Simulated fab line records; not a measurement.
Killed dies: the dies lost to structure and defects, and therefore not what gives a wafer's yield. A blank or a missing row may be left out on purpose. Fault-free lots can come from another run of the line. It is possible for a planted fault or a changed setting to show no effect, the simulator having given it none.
fab line records + flow sky130
record
- lots=11
- wafers=33
- last_day=50
route steps=708 shown LDD_HVP@287 LDD_LDN@302 SD_P@328 LI_CONTACT@362 PAD_OPEN@708
lots untouched by any fault: they come from a run of this same line in which no faults occurred
start_h: start of the lot's first displayed wafer, in hours after the record's first day + wait_h: time in hours since the lot's previous step + " identical to the entry in the row above + L1.1+2: several wafers, shown together as one row + - either no value or no given start + * or withheld: withheld + < > ~ a bound
route shown NAME@n: a module of which the file shows steps, and the number in the route of the first + usual: mean and standard deviation over wafers with no fault + same: alike in all rows + chamber/n: place in a boat + sites: each site's reading + _std_site: standard deviation of those values + _edge_site: mean of outer sites minus mean of inner sites + radius_mm: how far each site lies from the wafer's centre + mask NAME#n: copy n + behind: the most recent tool/chamber to have shaped the wafer + hold: why the lot was held/for how many hours/how that ended + device: the n, p or np transistor that did not switch + end of line: the tests these same wafers got at the end of their route + a step with no rows: only its recipe + killed: count of dies lost to structure and defects at first sort (not the wafer's yield) + map: the dies of a wafer, with x for killed, . for not killed, _ for no die there
set.NAME: setting as actually run; set.NAME@STEP: the setting as run at that earlier step + model.NAME: the simulator's own value behind a step, which no gauge read
the route's steps for a sample of lots (tables are steps, rows are wafers)
services: from which hour (start_h, from the record's first day; less than 0 if before it) a tool's chamber was out of use, for how many hours, and why
## steps
# step SKY_LDD_HVP_STRIP_09
# recipe
- chemistry=O2/N2
- power_w=1400
- pressure_mtorr=1500
- platen_temp_c=withheld
- o2_flow_sccm=3000
- n2_flow_sccm=300
- overash_fraction=0.5
# usual
- drypump_motor_current_A=5.6/0.37
- n2_flow_sccm=299.9/0.88
- oes_product_au=0.409/0.0044
- strip_time_to_endpoint_s=4.137/0.015
| lot.wafer | tool            | chamber | start_h | wait_h | drypump_motor_current_A | n2_flow_sccm | oes_product_au | rf_hours_counter_h | strip_time_to_endpoint_s |
|-----------|-----------------|---------|---------|--------|-------------------------|--------------|----------------|--------------------|--------------------------|
| L637.1    | plasma_asher-04 | 1       | 505.57  | 0.1    | 5.8                     | 302.0        | 0.406          | 68                 | 4.149                    |
| L637.2    | "               | 0       | "       | "      | 5.4                     | 300.9        | 0.405          | 68                 | 4.152                    |
| L637.3    | "               | 0       | "       | "      | 5.4                     | 300.1        | 0.407          | -                  | 4.137                    |
| L639.1    | plasma_asher-02 | 0       | 529.75  | 0.1    | 6.4                     | 300.8        | 0.411          | 83                 | 4.145                    |
| L639.3    | "               | 1       | "       | "      | 5.4                     | 298.3        | 0.411          | -                  | 4.158                    |
| L639.6    | "               | 0       | "       | "      | 6.4                     | 300.9        | 0.405          | -                  | 4.160                    |
| L640.4    | plasma_asher-02 | 1       | 534.93  | 0.1    | 5.4                     | 299.7        | 0.411          | -                  | 4.151                    |
| L640.5    | "               | 0       | "       | "      | 6.3                     | 300.6        | 0.403          | -                  | 4.149                    |
| L640.6    | "               | 1       | "       | "      | 5.4                     | 299.6        | 0.413          | -                  | 4.160                    |
| L641.2    | plasma_asher-04 | 1       | 552.77  | 0.1    | 5.8                     | 298.8        | 0.399          | 72                 | 4.105                    |
| L641.3    | "               | 1       | "       | "      | 5.8                     | 300.3        | 0.415          | -                  | 4.114                    |
| L641.4    | "               | 0       | "       | "      | 5.4                     | 299.4        | 0.410          | -                  | 4.141                    |
| L644.2    | plasma_asher-04 | 1       | 575.50  | 0.1    | 5.8                     | 299.7        | 0.416          | 74                 | 4.130                    |
| L644.3    | "               | 1       | "       | "      | 5.8                     | 301.1        | 0.409          | -                  | 4.115                    |
| L644.4    | "               | 0       | "       | "      | 5.4                     | 300.3        | 0.402          | -                  | 4.134                    |
| L646.3    | plasma_asher-02 | 0       | 589.43  | 0.1    | 6.4                     | 299.8        | 0.410          | -                  | 4.114                    |
| L646.4    | "               | 1       | "       | "      | 5.4                     | 299.0        | 0.409          | -                  | 4.138                    |
| L646.5    | "               | 1       | "       | "      | 5.4                     | 299.5        | 0.407          | -                  | 4.125                    |
| L652.2    | plasma_asher-02 | 0       | 633.90  | 0.1    | 6.4                     | 299.7        | 0.405          | 93                 | 4.127                    |
| L652.4    | "               | 0       | "       | "      | 6.3                     | 299.3        | 0.414          | -                  | 4.121                    |
| L652.6    | "               | 0       | "       | "      | 6.4                     | 299.4        | 0.402          | -                  | 4.114                    |
| L654.1    | plasma_asher-04 | 0       | 639.00  | 0.1    | 5.4                     | 300.3        | 0.412          | 81                 | 4.146                    |
| L654.5    | "               | 1       | "       | "      | 5.8                     | 300.0        | 0.415          | -                  | 4.132                    |
| L654.6    | "               | 0       | "       | "      | 5.4                     | 300.7        | 0.414          | -                  | 4.136                    |
| L655.1    | plasma_asher-04 | 0       | 656.95  | 0.1    | 5.4                     | 300.5        | 0.415          | 82                 | 4.135                    |
| L655.3    | "               | 0       | "       | "      | 5.5                     | 299.5        | 0.400          | -                  | 4.134                    |
| L655.5    | "               | 0       | "       | "      | 5.4                     | 301.0        | 0.412          | -                  | 4.159                    |
| L658.1    | plasma_asher-01 | 0       | 676.62  | 0.1    | 5.4                     | 300.1        | 0.408          | 56                 | 4.149                    |
| L658.2    | "               | 1       | "       | "      | 5.3                     | 300.3        | 0.409          | 56                 | 4.137                    |
| L658.4    | "               | 1       | "       | "      | 5.3                     | 299.8        | 0.411          | -                  | 4.148                    |
| L660.1    | plasma_asher-01 | 1       | 693.20  | 0.1    | 5.3                     | 300.9        | 0.409          | 58                 | 4.138                    |
| L660.4    | "               | 1       | "       | "      | 5.3                     | 299.9        | 0.413          | -                  | 4.127                    |
| L660.5    | "               | 1       | "       | "      | 5.3                     | 300.8        | 0.408          | -                  | 4.120                    |
# step SKY_LDD_LDN_TW_MEAS_13
# usual
- LDD_LDN_TW=1460/6.4
| lot.wafer | tool          | chamber | start_h | wait_h | LDD_LDN_TW |
|-----------|---------------|---------|---------|--------|------------|
| L637.1    | film_metro-04 | -       | 536.40  | 0.1    | 1467       |
| L637.2    | "             | -       | "       | "      | 1467       |
| L637.3    | "             | -       | "       | "      | 1465       |
| L639.1    | film_metro-03 | -       | 559.77  | 0.1    | 1455       |
| L639.3    | "             | -       | "       | "      | 1463       |
| L639.6    | "             | -       | "       | "      | 1457       |
| L640.4    | film_metro-03 | -       | 565.48  | 0.1    | 1461       |
| L640.5    | "             | -       | "       | "      | 1461       |
| L640.6    | "             | -       | "       | "      | 1460       |
| L641.2    | film_metro-02 | -       | 583.41  | 0.1    | 1464       |
| L641.3    | "             | -       | "       | "      | 1455       |
| L641.4    | "             | -       | "       | "      | 1457       |
| L644.2    | film_metro-04 | -       | 605.66  | 0.1    | 1463       |
| L644.3    | "             | -       | "       | "      | 1465       |
| L644.4    | "             | -       | "       | "      | 1464       |
| L646.3    | film_metro-04 | -       | 618.64  | 0.1    | 1468       |
| L646.4    | "             | -       | "       | "      | 1462       |
| L646.5    | "             | -       | "       | "      | 1469       |
| L652.2    | film_metro-04 | -       | 663.33  | 0.1    | 1456       |
| L652.4    | "             | -       | "       | "      | 1459       |
| L652.6    | "             | -       | "       | "      | 1455       |
| L654.1    | film_metro-04 | -       | 667.35  | 0.1    | 1456       |
| L654.5    | "             | -       | "       | "      | 1465       |
| L654.6    | "             | -       | "       | "      | 1458       |
| L655.1    | film_metro-02 | -       | 686.22  | 0.1    | 1446       |
| L655.3    | "             | -       | "       | "      | 1460       |
| L655.5    | "             | -       | "       | "      | 1450       |
| L658.1    | film_metro-04 | -       | 705.35  | 0.1    | 1468       |
| L658.2    | "             | -       | "       | "      | 1464       |
| L658.4    | "             | -       | "       | "      | 1466       |
| L660.1    | film_metro-03 | -       | 721.20  | 0.1    | 1460       |
| L660.4    | "             | -       | "       | "      | 1459       |
| L660.5    | "             | -       | "       | "      | 1461       |
# step SKY_SD_P_OVL_MEAS_08
# usual
- SD_P_OVL=-0.1/1.3
| lot.wafer | tool       | chamber | start_h | wait_h | SD_P_OVL[nm] |
|-----------|------------|---------|---------|--------|--------------|
| L637.1    | overlay-01 | -       | 597.78  | 0.1    | -1.4         |
| L637.2    | "          | -       | "       | "      | 1.3          |
| L637.3    | "          | -       | "       | "      | 0.1          |
| L639.1    | overlay-01 | -       | 620.78  | 0.1    | -0.3         |
| L639.3    | "          | -       | "       | "      | -0.8         |
| L639.6    | "          | -       | "       | "      | 0.7          |
| L640.4    | overlay-01 | -       | 627.37  | 0.1    | -1.0         |
| L640.5    | "          | -       | "       | "      | -2.1         |
| L640.6    | "          | -       | "       | "      | -3.6         |
| L641.2    | overlay-01 | -       | 643.39  | 0.1    | 0.9          |
| L641.3    | "          | -       | "       | "      | -1.7         |
| L641.4    | "          | -       | "       | "      | -1.1         |
| L644.2    | overlay-02 | -       | 665.46  | 0.1    | 1.6          |
| L644.3    | "          | -       | "       | "      | -0.6         |
| L644.4    | "          | -       | "       | "      | 1.1          |
| L646.3    | overlay-01 | -       | 677.67  | 0.1    | 1.3          |
| L646.4    | "          | -       | "       | "      | 1.3          |
| L646.5    | "          | -       | "       | "      | 0.1          |
| L652.2    | overlay-01 | -       | 720.86  | 0.1    | 0.5          |
| L652.4    | "          | -       | "       | "      | -0.3         |
| L652.6    | "          | -       | "       | "      | 1.9          |
| L654.1    | overlay-01 | -       | 725.70  | 0.1    | -3.1         |
| L654.5    | "          | -       | "       | "      | 0.6          |
| L654.6    | "          | -       | "       | "      | -1.5         |
| L655.1    | overlay-02 | -       | 744.65  | 0.1    | 1.0          |
| L655.3    | "          | -       | "       | "      | -0.2         |
| L655.5    | "          | -       | "       | "      | 2.2          |
| L658.1    | overlay-01 | -       | 763.00  | 0.1    | -0.1         |
| L658.2    | "          | -       | "       | "      | 0.5          |
| L658.4    | "          | -       | "       | "      | -2.1         |
| L660.1    | overlay-02 | -       | 778.48  | 0.1    | -0.9         |
| L660.4    | "          | -       | "       | "      | -1.9         |
| L660.5    | "          | -       | "       | "      | -1.7         |
# step SKY_LI_CONTACT_HDPCVD_00
# recipe
- material=PSG
- target_thk_nm=930
- sigma_open_frac=0.3
- time_s=155
- temp_c=600
- sih4_flow_sccm=60
- pressure_mtorr=6
| lot.wafer  | tool      | chamber | start_h | wait_h |
|------------|-----------|---------|---------|--------|
| L637.1+2+3 | hdpcvd-02 | 2,0,1   | 657.51  | 0.0    |
| L639.1+3+6 | hdpcvd-01 | 2,0,0   | 679.70  | 0.0    |
| L640.4+5+6 | hdpcvd-01 | 1,0,2   | 686.45  | 0.1    |
| L641.2+3+4 | hdpcvd-01 | 2,0,0   | 700.60  | 0.0    |
| L644.2+3+4 | hdpcvd-01 | 0,2,0   | 722.28  | 0.0    |
| L646.3+4+5 | hdpcvd-02 | 2,1,2   | 734.40  | 0.0    |
| L652.2+4+6 | hdpcvd-01 | 0,2,0   | 776.48  | 0.0    |
| L654.1+5+6 | hdpcvd-01 | 2,0,1   | 781.48  | 0.0    |
| L655.1+3+5 | hdpcvd-01 | 2,0,1   | 800.75  | 0.0    |
| L658.1+2+4 | hdpcvd-01 | 1,0,1   | 816.03  | 0.0    |
| L660.1+4+5 | hdpcvd-02 | 2,0,2   | 833.64  | 0.0    |
# step SKY_LI_CONTACT_THK_MEAS_01
# recipe
- reads=PSG_of_LI_CONTACT_HDPCVD_00
# usual
- LI_CONTACT_HDPCVD_THK=930/10
| lot.wafer | tool          | chamber | start_h | wait_h | LI_CONTACT_HDPCVD_THK[nm] |
|-----------|---------------|---------|---------|--------|---------------------------|
| L637.1    | film_metro-02 | -       | 657.61  | 0.1    | 943                       |
| L637.2    | "             | -       | "       | "      | 944                       |
| L637.3    | "             | -       | "       | "      | 932                       |
| L639.1    | film_metro-01 | -       | 679.80  | 0.1    | 930                       |
| L639.3    | "             | -       | "       | "      | 918                       |
| L639.6    | "             | -       | "       | "      | 929                       |
| L640.4    | film_metro-02 | -       | 686.53  | 0.0    | 923                       |
| L640.5    | "             | -       | "       | "      | 930                       |
| L640.6    | "             | -       | "       | "      | 934                       |
| L641.2    | film_metro-04 | -       | 700.72  | 0.1    | 934                       |
| L641.3    | "             | -       | "       | "      | 934                       |
| L641.4    | "             | -       | "       | "      | 932                       |
| L644.2    | film_metro-01 | -       | 722.39  | 0.1    | 931                       |
| L644.3    | "             | -       | "       | "      | 935                       |
| L644.4    | "             | -       | "       | "      | 932                       |
| L646.3    | film_metro-02 | -       | 734.52  | 0.1    | 929                       |
| L646.4    | "             | -       | "       | "      | 936                       |
| L646.5    | "             | -       | "       | "      | 1242                      |
| L652.2    | film_metro-02 | -       | 776.59  | 0.1    | 931                       |
| L652.4    | "             | -       | "       | "      | 922                       |
| L652.6    | "             | -       | "       | "      | 926                       |
| L654.1    | film_metro-02 | -       | 781.58  | 0.1    | 928                       |
| L654.5    | "             | -       | "       | "      | 917                       |
| L654.6    | "             | -       | "       | "      | 923                       |
| L655.1    | film_metro-04 | -       | 800.85  | 0.1    | 923                       |
| L655.3    | "             | -       | "       | "      | 925                       |
| L655.5    | "             | -       | "       | "      | 925                       |
| L658.1    | film_metro-04 | -       | 816.13  | 0.1    | 919                       |
| L658.2    | "             | -       | "       | "      | 906                       |
| L658.4    | "             | -       | "       | "      | 911                       |
| L660.1    | film_metro-04 | -       | 833.74  | 0.1    | 939                       |
| L660.4    | "             | -       | "       | "      | 936                       |
| L660.5    | "             | -       | "       | "      | 918                       |
# step SKY_LI_CONTACT_CMP_02
# recipe
- material=PSG
- down_force_psi=4
- platen_rpm=60
- pad_velocity_m_s=0.94248
# usual
- motor_current_A=12.0/1.2
- retaining_ring_pressure_frac=1.000/0.0053
- time_to_endpoint_s=31.8/2.4
| lot.wafer | tool   | chamber | start_h | wait_h | motor_current_A | retaining_ring_pressure_frac | time_to_endpoint_s |
|-----------|--------|---------|---------|--------|-----------------|------------------------------|--------------------|
| L637.2    | cmp-01 | 0       | 657.72  | 0.1    | 12.5            | 1.007                        | 32.5               |
| L637.3    | "      | 1       | "       | "      | 12.9            | 1.008                        | 31.3               |
| L637.1    | "      | 2       | "       | "      | 8.5             | 0.993                        | 33.3               |
| L639.1    | cmp-02 | 2       | 679.96  | 0.1    | 12.8            | 0.995                        | 26.6               |
| L639.3    | "      | 3       | "       | "      | 10.7            | 0.995                        | 27.2               |
| L639.6    | "      | 1       | "       | "      | 11.6            | 1.003                        | 28.1               |
| L640.4    | cmp-02 | 2       | 686.76  | 0.2    | 13.2            | 1.009                        | 31.8               |
| L640.6    | "      | 0       | "       | "      | 12.8            | 1.008                        | 31.0               |
| L640.5    | "      | 1       | "       | "      | 12.3            | 1.005                        | 34.3               |
| L641.3    | cmp-01 | 3       | 700.77  | 0.0    | 11.8            | 1.006                        | 36.8               |
| L641.4    | "      | 0       | "       | "      | 13.3            | 0.999                        | 36.1               |
| L641.2    | "      | 1       | "       | "      | 13.4            | 1.005                        | 32.9               |
| L644.2    | cmp-01 | 2       | 722.44  | 0.0    | 8.9             | 0.998                        | 27.5               |
| L644.3    | "      | 0       | "       | "      | 12.7            | 1.004                        | 31.6               |
| L644.4    | "      | 1       | "       | "      | 12.1            | 0.993                        | 28.9               |
| L646.3    | cmp-01 | 2       | 734.61  | 0.1    | 8.9             | 0.998                        | 32.8               |
| L646.4    | "      | 0       | "       | "      | 12.6            | 1.006                        | 34.4               |
| L646.5    | "      | 1       | "       | "      | 12.4            | 0.996                        | 59.3               |
| L652.4    | cmp-02 | 2       | 776.64  | 0.0    | 12.4            | 0.995                        | 31.6               |
| L652.2    | "      | 1       | "       | "      | 12.3            | 0.996                        | 31.7               |
| L652.6    | "      | 2       | "       | "      | 12.8            | 0.996                        | 31.9               |
| L654.1    | cmp-02 | 2       | 781.79  | 0.2    | 12.4            | 0.992                        | 29.1               |
| L654.6    | "      | 3       | "       | "      | 11.5            | 1.010                        | 30.0               |
| L654.5    | "      | 0       | "       | "      | 12.7            | 0.998                        | 28.7               |
| L655.3    | cmp-02 | 3       | 800.91  | 0.0    | 11.4            | 0.993                        | 32.5               |
| L655.1    | "      | 0       | "       | "      | 12.8            | 0.993                        | 32.3               |
| L655.5    | "      | 0       | "       | "      | 12.4            | 1.001                        | 31.9               |
| L658.1    | cmp-01 | 2       | 816.19  | 0.1    | 9.0             | 1.001                        | 32.1               |
| L658.2    | "      | 3       | "       | "      | 11.4            | 0.994                        | 29.2               |
| L658.4    | "      | 0       | "       | "      | 12.3            | 1.001                        | 30.3               |
| L660.1    | cmp-01 | 0       | 833.85  | 0.1    | 12.9            | 1.002                        | 30.7               |
| L660.4    | "      | 1       | "       | "      | 13.1            | 1.008                        | 30.5               |
| L660.5    | "      | 3       | "       | "      | 11.9            | 1.003                        | 27.8               |
# step SKY_PAD_OPEN_PROBE_99
# usual
- killed_at_M0_to_M3=43/7.4
- killed_at_M4_up=3.3/2
- killed_at_contacts=24/5.4
- killed_at_front_end=16/4.2
- killed_at_other=0.3/0.61
- killed_dies=87/9.4
- killed_on_rim=17/3.8
- killed_open=47/7.3
- killed_short=40/6.7
# same
- gross_dies=492
- killed_at_back_side=0
| lot.wafer | tool      | chamber | start_h | wait_h | killed_at_M0_to_M3 | killed_at_M4_up | killed_at_contacts | killed_at_front_end | killed_at_other | killed_dies | killed_on_rim | killed_open | killed_short |
|-----------|-----------|---------|---------|--------|--------------------|-----------------|--------------------|---------------------|-----------------|-------------|---------------|-------------|--------------|
| L644.2    | prober-01 | -       | 1133.10 | 0.1    | 48                 | 5               | 17                 | 11                  | 0               | 81          | 12            | 44          | 37           |
| L644.3    | prober-01 | -       | 1133.15 | 0.2    | 37                 | 1               | 26                 | 14                  | 0               | 78          | 10            | 46          | 32           |
| L644.4    | prober-01 | -       | 1133.20 | 0.2    | 59                 | 5               | 20                 | 11                  | 0               | 95          | 16            | 45          | 50           |
| L646.3    | prober-01 | -       | 1141.48 | 0.2    | 47                 | 3               | 18                 | 18                  | 1               | 87          | 16            | 48          | 39           |
| L646.4    | prober-01 | -       | 1141.53 | 0.2    | 42                 | 3               | 29                 | 22                  | 0               | 96          | 15            | 48          | 48           |
| L646.5    | prober-01 | -       | 1141.58 | 0.2    | 41                 | 5               | 26                 | 13                  | 0               | 85          | 14            | 51          | 34           |
| L658.1    | prober-01 | -       | 1193.74 | 0.1    | 36                 | 3               | 17                 | 18                  | 0               | 74          | 11            | 39          | 34           |
| L658.2    | prober-01 | -       | 1193.79 | 0.1    | 29                 | 3               | 17                 | 18                  | 1               | 68          | 17            | 34          | 33           |
| L658.4    | prober-01 | -       | 1193.89 | 0.2    | 38                 | 3               | 25                 | 20                  | 0               | 86          | 13            | 35          | 51           |
# killed by level:class
L644.2 VIA1:geometric_particle:open=12 VIA2:geometric_particle:open=8 CONTACT:geometric_particle:open=6 VIA1:geometric_particle:short=6 VIA3:geometric_particle:open=6 VIA3:geometric_particle:short=5 FIELD_ISO:geometric_particle:short=4 VIA2:geometric_particle:short=4
L644.3 LI_CONTACT:geometric_particle:open=10 VIA1:geometric_particle:open=8 CONTACT:geometric_particle:open=6 VIA1:geometric_particle:short=5 FIELD_ISO:geometric_particle:open=4 LOCAL_INTERCONNECT:geometric_particle:short=4 CONTACT:geometric_particle:short=4 METAL2:geometric_particle:short=4
L644.4 VIA1:geometric_particle:open=14 METAL2:geometric_particle:short=12 VIA3:geometric_particle:open=8 METAL1:geometric_particle:short=7 VIA2:geometric_particle:open=6 VIA1:geometric_particle:short=6 CONTACT:geometric_particle:short=6 FIELD_ISO:geometric_particle:short=4
L646.3 VIA1:geometric_particle:open=10 VIA1:geometric_particle:short=9 CONTACT:geometric_particle:open=7 VIA3:geometric_particle:open=6 POLY_GATE:geometric_particle:short=5 LI_CONTACT:geometric_particle:open=5 VIA2:geometric_particle:open=5 CONTACT:geometric_particle:short=4
L646.4 VIA1:geometric_particle:open=9 LI_CONTACT:geometric_particle:open=7 LOCAL_INTERCONNECT:geometric_particle:short=7 CONTACT:geometric_particle:short=7 METAL1:geometric_particle:short=7 VIA3:geometric_particle:open=6 POLY_GATE:geometric_particle:open=5 CONTACT:geometric_particle:open=5
L646.5 VIA1:geometric_particle:open=19 CONTACT:geometric_particle:open=11 LI_CONTACT:geometric_particle:open=10 METAL1:geometric_particle:short=6 POLY_GATE:geometric_particle:short=4 VIA3:geometric_particle:short=4 LI_CONTACT:geometric_particle:short=3 VIA2:geometric_particle:open=3
L658.1 VIA1:geometric_particle:open=8 FIELD_ISO:geometric_particle:open=6 VIA2:geometric_particle:open=6 LI_CONTACT:geometric_particle:open=6 METAL2:geometric_particle:short=5 FIELD_ISO:geometric_particle:short=4 POLY_GATE:geometric_particle:open=4 VIA1:geometric_particle:short=4
L658.2 VIA1:geometric_particle:open=8 CONTACT:geometric_particle:open=8 FIELD_ISO:geometric_particle:short=7 METAL1:geometric_particle:short=6 VIA3:geometric_particle:open=6 FIELD_ISO:geometric_particle:open=5 SPACER:geometric_particle:short=3 LOCAL_INTERCONNECT:geometric_particle:short=3
L658.4 CONTACT:geometric_particle:short=10 LI_CONTACT:geometric_particle:open=8 METAL1:geometric_particle:short=8 FIELD_ISO:geometric_particle:short=7 VIA1:geometric_particle:open=7 CONTACT:geometric_particle:open=6 VIA1:geometric_particle:short=6 VIA2:geometric_particle:short=5
## services
| tool            | chamber | start_h | hours | kind   |
|-----------------|---------|---------|-------|--------|
| hdpcvd-01       | 1       | 500.75  | 12.7  | repair |
| cmp-02          | -       | 517.59  | 1.6   | repair |
| plasma_asher-04 | -       | 524.63  | 2.8   | pm     |
| cmp-01          | -       | 526.66  | 1.2   | repair |
| cmp-01          | -       | 528.62  | 13.0  | pm     |
| cmp-02          | -       | 533.38  | 0.5   | repair |
| cmp-02          | -       | 538.17  | 1.1   | repair |
| plasma_asher-04 | -       | 555.81  | 2.4   | repair |
| cmp-01          | -       | 560.67  | 5.6   | repair |
| plasma_asher-04 | -       | 562.71  | 0.5   | repair |
| cmp-01          | -       | 572.00  | 4.0   | pm     |
| cmp-02          | -       | 573.05  | 1.3   | repair |
| cmp-02          | -       | 611.24  | 4.3   | repair |
| cmp-01          | -       | 616.83  | 1.7   | repair |
| cmp-02          | -       | 625.31  | 2.4   | repair |
| cmp-02          | -       | 627.12  | 1.8   | repair |
| cmp-01          | -       | 629.14  | 7.0   | pm     |
| cmp-01          | -       | 638.96  | 0.8   | repair |
| cmp-01          | -       | 647.89  | 5.1   | pm     |
| hdpcvd-01       | -       | 650.75  | 15.0  | pm     |
| cmp-02          | -       | 652.05  | 9.0   | repair |
| cmp-01          | -       | 654.06  | 1.0   | repair |
| plasma_asher-04 | -       | 669.09  | 1.5   | repair |
| cmp-01          | -       | 676.02  | 3.0   | repair |
## key
first_sign
- step=SKY_LI_CONTACT_THK_MEAS_01
- reading=LI_CONTACT_HDPCVD_THK
- direction=up
- sigmas=31
- usual=930
- struck=1242
effect
- step=SKY_LI_CONTACT_CMP_02
- reading=time_to_endpoint_s
- direction=up
- sigmas=11
- usual=*
- struck=*
met_at SKY_LI_CONTACT_HDPCVD_00
struck_lots L646
struck_wafers L646.5
tester_left_out L646
not_acting_at SKY_LDD_HVP_STRIP_09,SKY_LDD_LDN_TW_MEAS_13,SKY_SD_P_OVL_MEAS_08
onset_between 657.51 734.40
fault
- kind=process_parameter_drift
- tool=hdpcvd-02
- chamber=-
- onset_h=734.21
- steps=SKY_LI_CONTACT_HDPCVD_00
- channel=target_thk_nm
- offset=309.26
- shape=step
- end_h=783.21
- scope=struck_wafers_only
- acts_in=these_recipes_only
- stated=930
# tester_left_out: of these lots the tester's yield and bins aren't shown, on N5 and GAA mostly nor the transistor test; their killed dies are dies lost to structure and defects alone, not to doping, threshold or leakage, so they don't give the yield
